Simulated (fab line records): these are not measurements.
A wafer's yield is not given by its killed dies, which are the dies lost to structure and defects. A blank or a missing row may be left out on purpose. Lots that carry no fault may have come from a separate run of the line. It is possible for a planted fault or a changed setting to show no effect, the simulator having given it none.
Which tool did it? ; flow gf180mcu ; 13 lots with 39 wafers sampled at 6 steps, on a route of 602 steps

== WHAT THE GAUGES SHOWED, per wafer ==
GF_DUAL_GATE_OVL_MEAS_11. Usual: DUAL_GATE_OVL -0.4 nm, standard deviation 1.3.
lot;measured;on;DUAL_GATE_OVL (nm);flag
L510;day 9 02:11;overlay-02;2.3 1.2 2.8;
L511;day 9 07:14;overlay-02;-1.2 -1.0 -0.6;
L512;day 9 19:40;overlay-01;-0.7 0.2 1.1;
L514;day 10 06:23;overlay-02;3.7 2.4 1.7;
L516;day 10 19:31;overlay-01;-1.8 -2.9 -4.0;
L517;day 10 22:41;overlay-02;-0.4 -3.0 -1.9;
L522;day 12 11:46;overlay-01;-0.6 -0.1 -2.1;
L523;day 12 16:37;overlay-01;-0.9 -0.5 1.1;
L524;day 12 21:28;overlay-02;-1.5 -0.4 1.2;
L525;day 13 06:47;overlay-01;0.5 -0.3 -1.8;
L528;day 14 01:40;overlay-01;-0.4 -0.2 -1.3;
L530;day 14 16:07;overlay-02;-0.9 1.8 0.5;
L532;day 15 09:53;overlay-02;-0.4 0.7 0.0;

GF_HV_LDD_CD_MEAS_07 targets a cd of 400 nm. Usual: cd-nm at 399.7 nm, with a standard deviation of 2.1.
lot;measured;on;cd-nm (nm);flag
L510;day 10 20:14;cd-sem-01;398.3 397.9 398.8;
L511;day 11 01:53;cd-sem-01;397.4 399.1 399.1;
L512;day 11 15:34;cd-sem-01;401.5 398.5 401.5;
L514;day 12 05:37;cd-sem-02;400.2 401.6 403.7;
L516;day 12 19:34;cd-sem-01;399.7 399.9 400.7;
L517;day 12 20:32;cd-sem-02;403.2 407.3 404.4;
L522;day 14 10:31;cd-sem-01;400.7 400.4 401.5;
L523;day 14 16:49;cd-sem-02;403.9 401.9 402.5;
L524;day 14 23:16;cd-sem-01;396.3 398.3 397.3;
L525;day 15 06:34;cd-sem-01;397.2 395.1 399.1;
L528;day 16 02:37;cd-sem-01;401.8 401.0 401.8;
L530;day 16 19:31;cd-sem-02;399.1 399.3 399.7;
L532;day 17 13:09;cd-sem-01;396.6 399.9 398.8;

GF_HV_LDD_TW_MEAS_38. Usual: HV_LDD_3_TW 1446, standard deviation 11.
lot;measured;on;HV_LDD_3_TW;flag
L510;day 12 12:07;film-metro-04;1455 1451 1452;
L511;day 12 18:26;film-metro-01;1424 1423 1428;
L512;day 13 08:56;film-metro-03;1454 1453 1450;
L514;day 13 23:10;film-metro-01;1426 1426 1433;
L516;day 14 15:16;film-metro-04;1449 1449 1438;
L517;day 14 15:58;film-metro-01;1433 1433 1435;
L522;day 16 08:01;film-metro-03;1338 1337 1343;OFF
L523;day 16 14:10;film-metro-04;1344 1334 1340;OFF
L524;day 17 00:16;film-metro-03;1449 1455 1449;
L525;day 17 05:33;film-metro-04;1343 1340 1336;OFF
L528;day 18 02:53;film-metro-04;1447 1445 1447;
L530;day 18 20:20;film-metro-04;1452 1448 1443;
L532;day 19 15:48;film-metro-01;1424 1429 1428;

GF_HV_LDD_RS_MEAS_53: uses a four-point probe to measure. Usual: HV_LDD_RS 419.0 ohm/sq, standard deviation 0.84.
lot;measured;on;HV_LDD_RS (ohm/sq);flag
L510;day 13 09:04;film-metro-01;417.1 416.4 418.0;
L511;day 13 15:11;film-metro-04;419.5 419.7 420.1;
L512;day 14 05:52;film-metro-04;418.8 420.6 420.1;
L514;day 14 20:59;film-metro-01;419.1 418.2 418.7;
L516;day 15 13:09;film-metro-01;418.2 418.7 418.5;
L517;day 15 13:29;film-metro-01;419.3 419.1 419.2;
L522;day 17 07:04;film-metro-04;439.4 439.4 438.6;OFF
L523;day 17 13:48;film-metro-04;438.4 436.9 437.3;OFF
L524;day 18 00:49;film-metro-03;419.3 419.9 419.4;
L525;day 18 05:07;film-metro-04;438.0 437.5 437.9;OFF
L528;day 19 04:17;film-metro-01;420.2 419.1 418.6;
L530;day 19 22:26;film-metro-03;417.7 417.5 417.6;
L532;day 20 17:40;film-metro-04;419.2 418.5 420.2;

GF_HV_LDD_THK_MEAS_55. Usual: HV_LDD_CVD_54_THK 10.01 nm, standard deviation 0.16.
lot;measured;on;HV_LDD_CVD_54_THK (nm);flag
L510;day 13 10:41;film-metro-01;9.90 9.93 9.81;
L511;day 13 16:50;film-metro-03;10.00 10.05 10.24;
L512;day 14 07:00;film-metro-04;9.90 9.95 10.00;
L514;day 14 22:40;film-metro-04;9.90 9.97 9.90;
L516;day 15 14:17;film-metro-04;9.91 9.88 9.93;
L517;day 15 14:37;film-metro-03;10.02 10.11 9.98;
L522;day 17 08:12;film-metro-03;10.29 10.25 10.26;
L523;day 17 14:57;film-metro-04;9.88 9.90 9.96;
L524;day 18 01:57;film-metro-03;9.95 9.82 9.87;
L525;day 18 06:14;film-metro-04;9.87 10.00 9.85;
L528;day 19 05:26;film-metro-01;10.05 10.10 10.10;
L530;day 19 23:35;film-metro-03;9.96 9.98 10.01;
L532;day 20 20:04;film-metro-04;9.90 9.62 9.76;

== WHICH TOOL RAN EACH LOT (tool, then ch and the chambers of the sampled wafers, then the start) ==
lot;GF_HV_LDD_IMPLANT_35
L510;implanter-03 ch 0, day 12 11:46
L511;implanter-02 ch 0, day 12 18:02
L512;implanter-04 ch 0, day 13 08:32
L514;implanter-03 ch 0, day 13 22:46
L516;implanter-02 ch 0, day 14 14:52
L517;implanter-04 ch 0, day 14 15:35
L522;implanter-04 ch 0, day 16 07:37
L523;implanter-04 ch 0, day 16 13:46
L524;implanter-03 ch 0, day 16 23:52
L525;implanter-04 ch 0, day 17 05:12
L528;implanter-02 ch 0, day 18 02:29
L530;implanter-02 ch 0, day 18 19:56
L532;implanter-02 ch 0, day 19 15:26
- GF_HV_LDD_IMPLANT_35

== WHAT THE TOOLS THEMSELVES READ (means of the sampled wafers that have a number; where no wafer has one, the mark that the record gives instead) ==
GF_HV_LDD_IMPLANT_35. Usual: dose-ions-cm2 7.498e+12, standard deviation 7.6e+09; end-station-pressure-torr 5.03e-06 Torr, standard deviation 2.8e-07; faraday-current-uA 42.4, standard deviation 0.83.
lot;tool;dose-ions-cm2;end-station-pressure-torr (Torr);faraday-current-uA;flag
L510;implanter-03;7.492e+12;5.24e-06;43.3;
L511;implanter-02;7.491e+12;5.15e-06;43.6;
L512;implanter-04;7.501e+12;5.01e-06;42.9;
L514;implanter-03;7.491e+12;5.27e-06;42.0;
L516;implanter-02;7.491e+12;4.98e-06;41.5;
L517;implanter-04;7.503e+12;5.22e-06;42.9;
L522;implanter-04;7.537e+11;5.03e-06;4.3;OFF
L523;implanter-04;7.443e+11;4.80e-06;4.3;OFF
L524;implanter-03;7.498e+12;4.58e-06;43.0;
L525;implanter-04;7.517e+11;5.21e-06;4.2;OFF
L528;implanter-02;7.504e+12;5.06e-06;42.2;
L530;implanter-02;7.495e+12;4.81e-06;42.5;
L532;implanter-02;7.495e+12;4.88e-06;42.9;

== THE ANSWER, worked out from the rows above alone ==
Rule: take the mean of a lot's wafers that have a number; if it is more than 3 standard deviations from the usual mean, the lot is off. Also off: a lot with no number at a reading for which 4 or more lots have one. All remaining lots with rows at the step are treated as sound. First the gauges in route order, then the tools' own readings, where a lot's mean is used as printed above. At the first step where some lot is off, the reading lying furthest off is the one used; lots without a number count as furthest.
Off: at GF_HV_LDD_TW_MEAS_38 (HV_LDD_3_TW), L522, L523, L525.
A tool fits if, at a process step before that reading, it ran every lot that is off, and no sound lot after the first of them. The gauges at GF_HV_LDD_TW_MEAS_38 aren't tried: what is off there is off at GF_HV_LDD_IMPLANT_35 too, on other tools, and a gauge's error can't cause that. One fits: GF_HV_LDD_IMPLANT_35 on implanter-04. A fault onset in the window from L517 (day 14 15:35, its last sound lot) to L522 (day 16 07:37, its first lot off) fits.
The tool's own readings at GF_HV_LDD_IMPLANT_35 bear it out: on the lots that are off they differ by more than 5 times the standard deviation of the sound lots' means. dose-ions-cm2 reads 7.499e+11 there against 7.496e+12 on the sound lots; faraday-current-uA reads 4.3 there against 42.7 on the sound lots.

== WHAT THE SIMULATOR PUT IN ==
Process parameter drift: implanter-04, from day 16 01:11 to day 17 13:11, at GF_HV_LDD_IMPLANT_35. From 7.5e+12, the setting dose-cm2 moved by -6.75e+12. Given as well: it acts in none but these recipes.
Struck lots among those shown: L522, L523, L525. Same finding as the rule above.
